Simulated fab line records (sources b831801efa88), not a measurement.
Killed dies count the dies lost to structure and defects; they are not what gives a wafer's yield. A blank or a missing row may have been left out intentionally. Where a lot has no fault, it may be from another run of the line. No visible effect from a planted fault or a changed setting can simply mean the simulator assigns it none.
fab line records	flow sky130
[record] lots = 13	wafers = 39	last_day = 51
route steps=708 shown VT_ADJUST_NCORE@127 SONOS_TUNNEL@162 GATE_OXIDE@200 RES_PROTECT@214 PAD_OPEN@708
lots untouched by any fault: they come from a run of this same line in which no faults occurred
start_h: hours from the record's first day to the start of the lot's first wafer shown	wait_h: hours from the lot's prior step to this one	" the same as in the row above	L1.1+2: a single row standing in for several wafers	- no value present, or no start provided	* or withheld: withheld	< > ~ a bound
route shown NAME@n: a module of which the file shows steps, and the number in the route of the first	usual: mean/standard deviation taken from wafers without a fault	same: alike in all rows	chamber/n: place in a boat	sites: each site's reading	_std_site: the standard deviation of these	_edge_site: the outer-site mean with the inner-site mean subtracted	radius_mm: for every site, how far away it sits from the centre of the wafer	mask NAME#n: copy n	behind: the last tool/chamber to shape the wafer	hold: what put the lot on hold/how long, in hours/how the hold closed	device: transistor that didn't switch, given as n, p or np	end of line: tests run on the same wafers once the route is complete	a step with no rows: only its recipe	killed: count of dies lost to structure and defects at first sort (not the wafer's yield)	map: dies across one wafer; x = killed, . = not, _ = none there
set.NAME: the run value of the setting; set.NAME@STEP: its run value at that earlier step	model.NAME: the simulator's own value behind a step, which no gauge read
a sample of lots followed through the steps of the route, with each step as a table and each wafer as a row
services: when a tool's chamber went out of use (start_h, in hours from the record's first day, below 0 if earlier), for how many hours, and the reason
[[steps]]
[step SKY_VT_ADJUST_NCORE_OVL_MEAS_08]
[usual] VT_ADJUST_NCORE_OVL = 0.7/1.5
lot.wafer	tool	chamber	start_h	wait_h	VT_ADJUST_NCORE_OVL[nm]
L108.2	overlay-02	-	194.59	0.1	0.5
L108.4	"	-	"	"	1.4
L108.5	"	-	"	"	2.9
L109.3	overlay-02	-	207.64	0.1	1.8
L109.5	"	-	"	"	1.7
L109.6	"	-	"	"	1.6
L110.1	overlay-02	-	211.86	0.1	-0.8
L110.3	"	-	"	"	-0.4
L110.5	"	-	"	"	-1.7
L111.1	overlay-01	-	221.39	0.1	0.6
L111.5	"	-	"	"	0.8
L111.6	"	-	"	"	-0.2
L112.4	overlay-02	-	225.68	0.1	2.2
L112.5	"	-	"	"	1.4
L112.6	"	-	"	"	0.7
L113.2	overlay-01	-	228.99	0.1	-1.7
L113.5	"	-	"	"	-1.3
L113.6	"	-	"	"	0.0
L114.2	overlay-01	-	236.57	0.1	2.0
L114.4	"	-	"	"	1.9
L114.5	"	-	"	"	1.4
L116.2	overlay-02	-	250.24	0.1	0.0
L116.4	"	-	"	"	1.2
L116.6	"	-	"	"	-0.1
L118.1	overlay-01	-	263.31	0.1	2.0
L118.3	"	-	"	"	2.3
L118.4	"	-	"	"	1.0
L119.1	overlay-02	-	270.88	0.1	2.4
L119.3	"	-	"	"	3.0
L119.4	"	-	"	"	1.9
L128.3	overlay-02	-	330.20	0.1	2.0
L128.5	"	-	"	"	2.1
L128.6	"	-	"	"	3.1
L129.1	overlay-02	-	346.84	0.1	3.2
L129.4	"	-	"	"	2.6
L129.5	"	-	"	"	3.1
L131.2	overlay-02	-	359.32	0.1	0.8
L131.5	"	-	"	"	1.7
L131.6	"	-	"	"	0.5
[step SKY_SONOS_TUNNEL_OVL_MEAS_08]
[usual] SONOS_TUNNEL_OVL = 0.3/1.2
lot.wafer	tool	chamber	start_h	wait_h	SONOS_TUNNEL_OVL[nm]
L108.2	overlay-01	-	265.14	0.1	0.6
L108.4	"	-	"	"	0.1
L108.5	"	-	"	"	0.7
L109.3	overlay-01	-	278.94	0.1	0.2
L109.5	"	-	"	"	0.6
L109.6	"	-	"	"	1.9
L110.1	overlay-02	-	284.34	0.1	2.1
L110.3	"	-	"	"	-0.4
L110.5	"	-	"	"	1.4
L111.1	overlay-02	-	294.49	0.1	0.5
L111.5	"	-	"	"	-0.6
L111.6	"	-	"	"	0.3
L112.4	overlay-02	-	299.00	0.1	0.0
L112.5	"	-	"	"	0.2
L112.6	"	-	"	"	0.1
L113.2	overlay-02	-	302.39	0.1	0.0
L113.5	"	-	"	"	-0.8
L113.6	"	-	"	"	-0.7
L114.2	overlay-02	-	310.23	0.1	1.6
L114.4	"	-	"	"	2.1
L114.5	"	-	"	"	2.8
L116.2	overlay-02	-	326.34	0.1	0.9
L116.4	"	-	"	"	0.0
L116.6	"	-	"	"	1.1
L118.1	overlay-01	-	342.19	0.1	0.3
L118.3	"	-	"	"	-0.3
L118.4	"	-	"	"	0.3
L119.1	overlay-01	-	355.44	0.1	-1.1
L119.3	"	-	"	"	-2.1
L119.4	"	-	"	"	-2.1
L128.3	overlay-02	-	416.80	0.1	-0.4
L128.5	"	-	"	"	1.1
L128.6	"	-	"	"	-0.5
L129.1	overlay-02	-	435.63	0.1	2.6
L129.4	"	-	"	"	3.1
L129.5	"	-	"	"	2.8
L131.2	overlay-02	-	449.88	0.1	-0.7
L131.5	"	-	"	"	-0.4
L131.6	"	-	"	"	-2.4
[step SKY_GATE_OXIDE_STRIP_13]
[recipe] chemistry = O2/N2	power_w = 1400	pressure_mtorr = 1500	platen_temp_c = withheld	o2_flow_sccm = 3000	n2_flow_sccm = 300	overash_fraction = 0.5
[usual] drypump_motor_current_A = 5.66/0.24	oes_product_au = 0.716/0.0043	strip_time_to_endpoint_s = 14.18/0.034
lot.wafer	tool	chamber	start_h	wait_h	drypump_motor_current_A	oes_product_au	rf_hours_counter_h	strip_time_to_endpoint_s
L108.2	plasma_asher-04	1	326.61	0.0	5.79	0.717	22	14.18
L108.4	"	1	"	"	5.80	0.718	-	14.14
L108.5	"	0	"	"	6.02	0.712	-	14.15
L109.3	plasma_asher-03	0	338.29	0.0	5.81	0.717	-	14.16
L109.5	"	1	"	"	5.20	0.719	-	14.17
L109.6	"	0	"	"	5.81	0.713	-	14.19
L110.1	plasma_asher-01	0	343.53	0.0	5.58	0.720	66	14.17
L110.3	"	1	"	"	5.74	0.718	-	14.19
L110.5	"	0	"	"	5.58	0.713	-	14.17
L111.1	plasma_asher-04	1	356.38	0.0	5.79	0.715	24	14.14
L111.5	"	0	"	"	6.02	0.706	-	14.17
L111.6	"	1	"	"	5.79	0.711	-	14.13
L112.4	plasma_asher-01	0	363.59	0.0	5.57	0.712	-	14.18
L112.5	"	0	"	"	5.56	0.711	-	14.19
L112.6	"	1	"	"	5.75	0.715	-	14.17
L113.2	plasma_asher-01	0	364.45	0.0	5.59	0.708	68	14.22
L113.5	"	1	"	"	5.74	0.715	-	14.26
L113.6	"	0	"	"	5.58	0.707	-	14.28
L114.2	plasma_asher-03	0	373.70	0.0	5.80	0.712	62	14.16
L114.4	"	1	"	"	5.21	0.716	-	14.20
L114.5	"	1	"	"	5.20	0.715	-	14.16
L116.2	plasma_asher-01	1	393.55	0.0	5.72	0.715	72	14.14
L116.4	"	1	"	"	5.74	0.711	-	14.19
L116.6	"	1	"	"	5.76	0.715	-	14.20
L118.1	plasma_asher-03	1	409.53	0.0	5.18	0.718	62	14.17
L118.3	"	0	"	"	5.80	0.720	-	14.20
L118.4	"	1	"	"	5.18	0.709	-	14.16
L119.1	plasma_asher-01	1	423.73	0.0	5.70	0.724	75	14.20
L119.3	"	0	"	"	5.58	0.713	-	14.24
L119.4	"	1	"	"	5.69	0.727	-	14.20
L128.3	plasma_asher-03	0	489.39	0.0	5.88	0.724	-	14.25
L128.5	"	1	"	"	5.22	0.716	-	14.25
L128.6	"	0	"	"	5.87	0.719	-	14.19
L129.1	plasma_asher-01	1	506.78	0.0	5.74	0.715	84	14.19
L129.4	"	1	"	"	5.74	0.716	-	14.16
L129.5	"	1	"	"	5.75	0.718	-	14.21
L131.2	plasma_asher-03	1	519.49	0.0	5.25	0.720	10	14.20
L131.5	"	0	"	"	5.84	0.713	-	14.17
L131.6	"	1	"	"	5.21	0.719	-	14.17
[step SKY_RES_PROTECT_STRIP_07]
[recipe] chemistry = O2/N2	power_w = 1400	pressure_mtorr = 1500	platen_temp_c = withheld	o2_flow_sccm = 3000	n2_flow_sccm = 300	overash_fraction = 0.5
[usual] drypump_motor_current_A = 5.80/0.15	oes_product_au = 0.516/0.0048	strip_time_to_endpoint_s = 23.45/0.044
lot.wafer	tool	chamber	start_h	wait_h	drypump_motor_current_A	oes_product_au	rf_hours_counter_h	strip_time_to_endpoint_s
L108.2	plasma_asher-02	1	358.07	0.1	5.76	0.504	54	23.45
L108.4	"	1	"	"	5.73	0.513	-	23.47
L108.5	"	0	"	"	5.91	0.515	-	23.48
L109.3	plasma_asher-01	1	366.45	0.1	5.76	0.513	-	23.49
L109.5	"	0	"	"	5.57	0.521	-	23.49
L109.6	"	1	"	"	5.73	0.514	-	23.47
L110.1	plasma_asher-01	1	376.12	0.1	5.72	0.518	69	23.50
L110.3	"	0	"	"	5.55	0.510	-	23.52
L110.5	"	0	"	"	5.55	0.518	-	23.49
L111.1	plasma_asher-02	0	388.21	0.1	5.93	0.520	57	23.43
L111.5	"	1	"	"	5.73	0.519	-	23.43
L111.6	"	0	"	"	5.97	0.512	-	23.44
L112.4	plasma_asher-04	1	395.89	0.1	5.77	0.525	-	23.39
L112.5	"	0	"	"	6.03	0.518	-	23.42
L112.6	"	1	"	"	5.76	0.524	-	23.42
L113.2	plasma_asher-02	1	396.74	0.1	5.72	0.513	59	23.46
L113.5	"	1	"	"	5.72	0.515	-	23.48
L113.6	"	0	"	"	5.98	0.521	-	23.45
L114.2	plasma_asher-02	1	406.39	0.1	5.73	0.517	60	23.48
L114.4	"	1	"	"	5.74	0.518	-	23.50
L114.5	"	1	"	"	5.73	0.520	-	23.46
L116.2	plasma_asher-02	0	427.41	0.1	5.97	0.522	62	23.47
L116.4	"	1	"	"	5.70	0.511	-	23.41
L116.6	"	0	"	"	5.93	0.520	-	23.44
L118.1	plasma_asher-02	0	442.96	0.1	5.95	0.637	63	-
L118.3	"	0	"	"	5.94	0.621	-	-
L118.4	"	1	"	"	5.73	0.631	-	-
L119.1	plasma_asher-01	0	457.86	0.1	5.55	0.516	78	23.42
L119.3	"	1	"	"	5.74	0.518	-	23.40
L119.4	"	0	"	"	5.57	0.520	-	23.47
L128.3	plasma_asher-04	0	522.90	0.1	6.05	0.513	-	23.53
L128.5	"	1	"	"	5.77	0.509	-	23.52
L128.6	"	0	"	"	6.02	0.515	-	23.50
L129.1	plasma_asher-02	1	540.81	0.1	5.72	0.508	72	23.45
L129.4	"	1	"	"	5.71	0.510	-	23.47
L129.5	"	1	"	"	5.70	0.520	-	23.45
L131.2	plasma_asher-04	1	553.46	0.1	5.77	0.510	43	23.37
L131.5	"	1	"	"	5.78	0.513	-	23.38
L131.6	"	0	"	"	6.06	0.522	-	23.42
[step SKY_PAD_OPEN_PROBE_99]
[usual] killed_at_M0_to_M3 = 43/6.8	killed_at_M4_up = 3.3/1.9	killed_at_contacts = 24/5.3	killed_at_front_end = 14/4.3	killed_at_other = 0.3/0.62	killed_dies = 85/9.8	killed_open = 46/8	killed_short = 39/5.9
[same] gross_dies = 492	killed_at_back_side = 0
lot.wafer	tool	chamber	start_h	wait_h	killed_at_M0_to_M3	killed_at_M4_up	killed_at_contacts	killed_at_front_end	killed_at_other	killed_dies	killed_open	killed_short
L108.2	prober-01	-	1110.05	0.1	46	4	31	20	0	101	69	32
L108.4	prober-01	-	1110.15	0.2	33	3	28	18	0	82	47	35
L108.5	prober-01	-	1110.20	0.2	54	1	28	27	0	110	67	43
L109.3	prober-02	-	1112.97	0.2	49	3	27	10	1	90	54	36
L109.5	prober-02	-	1113.07	0.2	47	6	29	15	0	97	60	37
L109.6	prober-02	-	1113.12	0.2	39	4	25	7	0	75	36	39
L110.1	prober-01	-	1115.19	0.1	31	8	25	11	1	76	45	31
L110.3	prober-01	-	1115.29	0.2	33	4	19	10	1	67	29	38
L110.5	prober-01	-	1115.39	0.2	53	2	21	12	0	88	43	45
L111.1	prober-02	-	1128.88	0.1	53	3	35	22	0	113	65	48
L111.5	prober-02	-	1129.08	0.2	37	5	27	15	0	84	45	39
L111.6	prober-02	-	1129.13	0.2	51	1	23	14	0	89	51	38
L112.4	prober-01	-	1134.36	0.2	43	3	23	12	1	82	45	37
L112.5	prober-01	-	1134.41	0.2	45	5	37	7	0	94	43	51
L112.6	prober-01	-	1134.46	0.2	34	1	25	17	0	77	41	36
L113.2	prober-02	-	1134.58	0.1	44	7	22	12	0	85	36	49
L113.5	prober-02	-	1134.73	0.2	36	0	27	10	2	75	43	32
L113.6	prober-02	-	1134.78	0.2	55	3	24	11	0	93	62	31
L114.2	prober-01	-	1136.61	0.1	51	7	27	17	0	102	54	48
L114.4	prober-01	-	1136.71	0.2	43	3	18	13	0	77	46	31
L114.5	prober-01	-	1136.76	0.2	44	1	16	15	0	76	40	36
L116.2	prober-01	-	1155.98	0.1	48	1	14	19	0	82	50	32
L116.4	prober-01	-	1156.08	0.2	30	2	22	11	0	65	30	35
L116.6	prober-01	-	1156.18	0.2	45	5	34	17	0	101	56	45
L118.1	prober-01	-	1162.26	0.1	39	2	17	12	0	70	28	42
L118.3	prober-01	-	1162.36	0.2	52	6	27	14	1	100	64	36
L118.4	prober-01	-	1162.41	0.2	51	1	26	14	3	95	50	45
L119.1	prober-02	-	1172.55	0.1	41	3	20	18	0	82	43	39
L119.3	prober-02	-	1172.65	0.2	33	2	26	18	2	81	41	40
L119.4	prober-02	-	1172.70	0.2	40	2	25	21	2	90	50	40
L128.3	prober-01	-	1210.93	0.2	44	2	26	10	1	83	46	37
L128.5	prober-01	-	1211.03	0.2	42	6	13	16	1	78	40	38
L128.6	prober-01	-	1211.08	0.2	54	3	24	10	0	91	51	40
L129.1	prober-02	-	1220.02	0.1	44	3	20	6	0	73	39	34
L129.4	prober-02	-	1220.17	0.2	46	4	18	11	0	79	42	37
L129.5	prober-02	-	1220.22	0.2	52	3	17	15	0	87	44	43
L131.2	prober-02	-	1226.32	0.1	39	4	22	12	0	77	38	39
L131.5	prober-02	-	1226.47	0.2	49	4	21	28	1	103	59	44
L131.6	prober-02	-	1226.52	0.2	40	5	27	15	0	87	53	34
// killed by level:class
L108.2 CONTACT:geometric_particle:open=15 VIA1:geometric_particle:open=12 LI_CONTACT:geometric_particle:open=10 VIA2:geometric_particle:open=8 FIELD_ISO:geometric_particle:open=6 VIA1:geometric_particle:short=5 VIA2:geometric_particle:short=5 VIA3:geometric_particle:open=4
L108.4 VIA1:geometric_particle:open=8 LI_CONTACT:geometric_particle:open=8 CONTACT:geometric_particle:open=8 FIELD_ISO:geometric_particle:open=7 METAL1:geometric_particle:short=7 CONTACT:geometric_particle:short=6 VIA2:geometric_particle:open=5 FIELD_ISO:geometric_particle:short=4
L108.5 VIA1:geometric_particle:open=16 VIA3:geometric_particle:open=10 FIELD_ISO:geometric_particle:open=8 VIA2:geometric_particle:open=8 LI_CONTACT:geometric_particle:open=7 CONTACT:geometric_particle:open=7 LOCAL_INTERCONNECT:geometric_particle:short=6 POLY_GATE:geometric_particle:short=6
L109.3 CONTACT:geometric_particle:open=11 VIA2:geometric_particle:open=10 VIA1:geometric_particle:open=9 LI_CONTACT:geometric_particle:open=7 CONTACT:geometric_particle:short=7 VIA3:geometric_particle:open=6 VIA1:geometric_particle:short=5 METAL1:geometric_particle:short=4
L109.5 VIA1:geometric_particle:open=12 CONTACT:geometric_particle:open=9 VIA2:geometric_particle:open=9 LI_CONTACT:geometric_particle:open=7 LOCAL_INTERCONNECT:geometric_particle:short=6 POLY_GATE:geometric_particle:open=5 METAL1:geometric_particle:short=5 VIA1:geometric_particle:short=5
L109.6 CONTACT:geometric_particle:open=9 VIA1:geometric_particle:short=7 VIA3:geometric_particle:open=6 VIA2:geometric_particle:open=6 CONTACT:geometric_particle:short=5 METAL2:geometric_particle:short=5 VIA1:geometric_particle:open=5 LI_CONTACT:geometric_particle:open=3
L110.1 VIA1:geometric_particle:open=8 CONTACT:geometric_particle:open=8 POLY_GATE:geometric_particle:open=6 VIA2:geometric_particle:open=5 LI_CONTACT:geometric_particle:open=5 METAL4:geometric_particle:short=5 CONTACT:geometric_particle:short=4 LOCAL_INTERCONNECT:geometric_particle:short=4
L110.3 VIA2:geometric_particle:open=7 CONTACT:geometric_particle:open=6 LI_CONTACT:geometric_particle:open=5 CONTACT:geometric_particle:short=5 VIA1:geometric_particle:open=5 VIA1:geometric_particle:short=5 METAL1:geometric_particle:short=4 VIA2:geometric_particle:short=4
L110.5 VIA1:geometric_particle:open=12 CONTACT:geometric_particle:open=7 METAL1:geometric_particle:short=7 VIA1:geometric_particle:short=6 VIA3:geometric_particle:open=6 METAL1:geometric_particle:open=5 METAL2:geometric_particle:short=5 FIELD_ISO:geometric_particle:short=4
L111.1 VIA1:geometric_particle:open=15 CONTACT:geometric_particle:open=14 VIA3:geometric_particle:open=10 METAL1:geometric_particle:short=10 LI_CONTACT:geometric_particle:open=8 VIA2:geometric_particle:open=7 CONTACT:geometric_particle:short=6 METAL2:geometric_particle:short=6
L111.5 CONTACT:geometric_particle:open=12 VIA1:geometric_particle:open=10 LOCAL_INTERCONNECT:geometric_particle:short=8 VIA2:geometric_particle:open=7 FIELD_ISO:geometric_particle:open=5 METAL1:geometric_particle:short=5 FIELD_ISO:geometric_particle:short=4 CONTACT:geometric_particle:short=4
L111.6 CONTACT:geometric_particle:open=11 VIA2:geometric_particle:open=9 VIA3:geometric_particle:open=7 VIA1:geometric_particle:open=6 VIA1:geometric_particle:short=6 CONTACT:geometric_particle:short=6 METAL3:geometric_particle:short=6 METAL1:geometric_particle:short=6
L112.4 CONTACT:geometric_particle:open=10 VIA1:geometric_particle:open=9 LI_CONTACT:geometric_particle:open=8 METAL2:geometric_particle:short=7 VIA1:geometric_particle:short=5 METAL1:geometric_particle:short=4 METAL3:geometric_particle:short=4 VIA3:geometric_particle:open=4
L112.5 VIA1:geometric_particle:open=12 LOCAL_INTERCONNECT:geometric_particle:short=8 LI_CONTACT:geometric_particle:open=8 CONTACT:geometric_particle:short=8 VIA1:geometric_particle:short=7 CONTACT:geometric_particle:open=7 VIA2:geometric_particle:open=7 LI_CONTACT:geometric_particle:short=5
L112.6 VIA1:geometric_particle:open=9 VIA2:geometric_particle:open=9 LI_CONTACT:geometric_particle:open=8 CONTACT:geometric_particle:open=6 CONTACT:geometric_particle:short=6 FIELD_ISO:geometric_particle:short=5 VIA1:geometric_particle:short=5 METAL2:geometric_particle:short=5
L113.2 METAL1:geometric_particle:short=11 VIA1:geometric_particle:open=7 METAL4:geometric_particle:short=6 LI_CONTACT:geometric_particle:open=5 LOCAL_INTERCONNECT:geometric_particle:short=5 CONTACT:geometric_particle:open=5 LI_CONTACT:geometric_particle:short=4 VIA1:geometric_particle:short=4
L113.5 CONTACT:geometric_particle:open=9 LI_CONTACT:geometric_particle:open=8 VIA1:geometric_particle:open=7 METAL2:geometric_particle:short=5 VIA3:geometric_particle:open=5 VIA2:geometric_particle:open=5 FIELD_ISO:geometric_particle:short=4 CONTACT:geometric_particle:short=4
L113.6 VIA3:geometric_particle:open=14 VIA1:geometric_particle:open=11 LI_CONTACT:geometric_particle:open=10 VIA2:geometric_particle:open=10 CONTACT:geometric_particle:open=9 METAL2:geometric_particle:short=6 VIA3:geometric_particle:short=5 POLY_GATE:geometric_particle:open=4
L114.2 VIA1:geometric_particle:open=13 CONTACT:geometric_particle:open=10 CONTACT:geometric_particle:short=7 METAL2:geometric_particle:short=7 METAL3:geometric_particle:short=6 VIA3:geometric_particle:open=6 METAL4:geometric_particle:short=6 METAL1:geometric_particle:short=5
L114.4 VIA1:geometric_particle:open=13 VIA3:geometric_particle:open=6 LI_CONTACT:geometric_particle:open=5 VIA1:geometric_particle:short=5 METAL2:geometric_particle:short=5 VIA2:geometric_particle:open=5 FIELD_ISO:geometric_particle:short=4 CONTACT:geometric_particle:short=4
L114.5 METAL2:geometric_particle:short=8 VIA1:geometric_particle:open=8 CONTACT:geometric_particle:open=7 METAL1:geometric_particle:short=5 LI_CONTACT:geometric_particle:open=4 VIA2:geometric_particle:open=4 VIA3:geometric_particle:open=4 FIELD_ISO:geometric_particle:short=3
L116.2 VIA1:geometric_particle:open=14 VIA3:geometric_particle:open=10 VIA2:geometric_particle:open=7 FIELD_ISO:geometric_particle:short=6 LOCAL_INTERCONNECT:geometric_particle:short=6 METAL2:geometric_particle:short=6 FIELD_ISO:geometric_particle:open=4 VIA1:geometric_particle:short=4
L116.4 CONTACT:geometric_particle:open=7 VIA1:geometric_particle:open=7 FIELD_ISO:geometric_particle:short=5 VIA2:geometric_particle:short=4 CONTACT:geometric_particle:short=4 LI_CONTACT:geometric_particle:short=4 LOCAL_INTERCONNECT:geometric_particle:short=4 VIA1:geometric_particle:short=4
L116.6 CONTACT:geometric_particle:open=11 VIA1:geometric_particle:open=10 LI_CONTACT:geometric_particle:open=9 METAL2:geometric_particle:short=9 VIA3:geometric_particle:open=8 FIELD_ISO:geometric_particle:short=7 FIELD_ISO:geometric_particle:open=6 VIA1:geometric_particle:short=6
L118.1 VIA1:geometric_particle:open=10 LI_CONTACT:geometric_particle:short=4 VIA2:geometric_particle:short=4 CONTACT:geometric_particle:open=4 CONTACT:geometric_particle:short=4 VIA1:geometric_particle:short=4 METAL3:geometric_particle:short=4 METAL2:geometric_particle:short=4
L118.3 VIA1:geometric_particle:open=13 CONTACT:geometric_particle:open=12 LI_CONTACT:geometric_particle:open=8 VIA3:geometric_particle:open=7 VIA2:geometric_particle:open=6 VIA3:geometric_particle:short=6 POLY_GATE:geometric_particle:open=5 METAL2:geometric_particle:short=5
L118.4 METAL2:geometric_particle:short=13 CONTACT:geometric_particle:open=10 VIA1:geometric_particle:open=10 METAL1:geometric_particle:short=9 LI_CONTACT:geometric_particle:open=8 LOCAL_INTERCONNECT:geometric_particle:short=5 VIA2:geometric_particle:open=5 FIELD_ISO:geometric_particle:open=4
L119.1 VIA1:geometric_particle:open=11 LI_CONTACT:geometric_particle:open=8 CONTACT:geometric_particle:open=6 VIA2:geometric_particle:open=5 METAL2:geometric_particle:short=5 VIA3:geometric_particle:open=5 FIELD_ISO:geometric_particle:short=4 POLY_GATE:geometric_particle:short=4
L119.3 CONTACT:geometric_particle:open=11 VIA1:geometric_particle:open=9 FIELD_ISO:geometric_particle:short=8 POLY_GATE:geometric_particle:short=4 LOCAL_INTERCONNECT:geometric_particle:short=4 CONTACT:geometric_particle:short=4 METAL2:geometric_particle:short=4 VIA3:geometric_particle:open=4
L119.4 VIA1:geometric_particle:open=12 CONTACT:geometric_particle:open=10 POLY_GATE:geometric_particle:short=7 VIA2:geometric_particle:open=6 POLY_GATE:geometric_particle:open=5 LOCAL_INTERCONNECT:geometric_particle:short=5 CONTACT:geometric_particle:short=5 METAL2:geometric_particle:short=4
L128.3 VIA1:geometric_particle:open=12 CONTACT:geometric_particle:open=11 VIA2:geometric_particle:open=9 LI_CONTACT:geometric_particle:open=6 CONTACT:geometric_particle:short=5 METAL2:geometric_particle:short=5 VIA3:geometric_particle:short=5 FIELD_ISO:geometric_particle:short=4
L128.5 VIA1:geometric_particle:open=12 VIA1:geometric_particle:short=8 FIELD_ISO:geometric_particle:open=6 VIA3:geometric_particle:open=6 METAL2:geometric_particle:short=5 METAL4:geometric_particle:short=5 FIELD_ISO:geometric_particle:short=4 VIA2:geometric_particle:open=4
L128.6 VIA1:geometric_particle:open=14 VIA2:geometric_particle:open=10 CONTACT:geometric_particle:open=7 LI_CONTACT:geometric_particle:short=7 METAL2:geometric_particle:short=5 VIA3:geometric_particle:open=5 LI_CONTACT:geometric_particle:open=4 METAL1:geometric_particle:short=4
L129.1 VIA2:geometric_particle:open=8 VIA1:geometric_particle:open=7 METAL2:geometric_particle:short=7 CONTACT:geometric_particle:open=6 LI_CONTACT:geometric_particle:open=5 VIA3:geometric_particle:open=5 LOCAL_INTERCONNECT:geometric_particle:short=4 METAL1:geometric_particle:short=4
L129.4 VIA1:geometric_particle:open=9 CONTACT:geometric_particle:open=7 METAL1:geometric_particle:short=7 METAL2:geometric_particle:short=7 LI_CONTACT:geometric_particle:open=5 VIA2:geometric_particle:open=5 VIA3:geometric_particle:open=5 FIELD_ISO:geometric_particle:open=4
L129.5 VIA1:geometric_particle:open=16 VIA3:geometric_particle:open=7 METAL3:geometric_particle:short=5 FIELD_ISO:geometric_particle:short=4 LOCAL_INTERCONNECT:geometric_particle:short=4 CONTACT:geometric_particle:short=4 METAL2:geometric_particle:short=4 VIA2:geometric_particle:short=4
L131.2 CONTACT:geometric_particle:open=8 METAL1:geometric_particle:short=7 LI_CONTACT:geometric_particle:open=6 VIA1:geometric_particle:open=6 VIA3:geometric_particle:open=5 METAL2:geometric_particle:short=5 CONTACT:geometric_particle:short=4 VIA2:geometric_particle:open=4
L131.5 VIA1:geometric_particle:open=10 VIA3:geometric_particle:open=9 VIA2:geometric_particle:open=9 FIELD_ISO:geometric_particle:open=7 CONTACT:geometric_particle:open=7 LI_CONTACT:geometric_particle:open=6 METAL3:geometric_particle:short=6 FIELD_ISO:geometric_particle:short=4
L131.6 CONTACT:geometric_particle:open=14 LI_CONTACT:geometric_particle:open=7 VIA2:geometric_particle:open=7 FIELD_ISO:geometric_particle:short=6 VIA1:geometric_particle:open=6 METAL2:geometric_particle:short=6 FIELD_ISO:geometric_particle:open=5 METAL1:geometric_particle:short=5
[[services]]
tool	chamber	start_h	hours	kind
plasma_asher-03	-	376.78	28.1	pm
plasma_asher-02	-	402.95	2.7	repair
plasma_asher-03	-	421.25	9.0	pm
plasma_asher-03	0	421.25	9.0	vent_cycle
plasma_asher-03	1	421.25	9.0	vent_cycle
plasma_asher-03	-	421.75	1.0	repair
plasma_asher-03	0	430.25	-	clean
plasma_asher-03	1	430.25	-	clean
plasma_asher-01	-	455.59	2.0	repair
plasma_asher-04	-	483.65	28.1	pm
plasma_asher-02	-	494.67	5.6	repair
plasma_asher-02	-	517.89	13.6	pm
[[key]]
[first_sign] step = SKY_RES_PROTECT_STRIP_07	reading = oes_product_au	direction = up	sigmas = 23	usual = 0.516	struck = 0.629
effect none on later readings
met_at SKY_RES_PROTECT_STRIP_07
struck_lots L118
tester_left_out L118
not_acting_at SKY_VT_ADJUST_NCORE_OVL_MEAS_08,SKY_SONOS_TUNNEL_OVL_MEAS_08,SKY_GATE_OXIDE_STRIP_13
onset_between 427.41 442.96
[fault] kind = strip_aborted	tool = plasma_asher-02	chamber = -	onset_h = 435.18	steps = SKY_RES_PROTECT_STRIP_07	offset = 0.27901	end_h = 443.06
// tester_left_out: of these lots the tester's yield and bins aren't shown, on N5 and GAA mostly nor the transistor test; their killed dies are dies lost to structure and defects alone, not to doping, threshold or leakage, so they don't give the yield
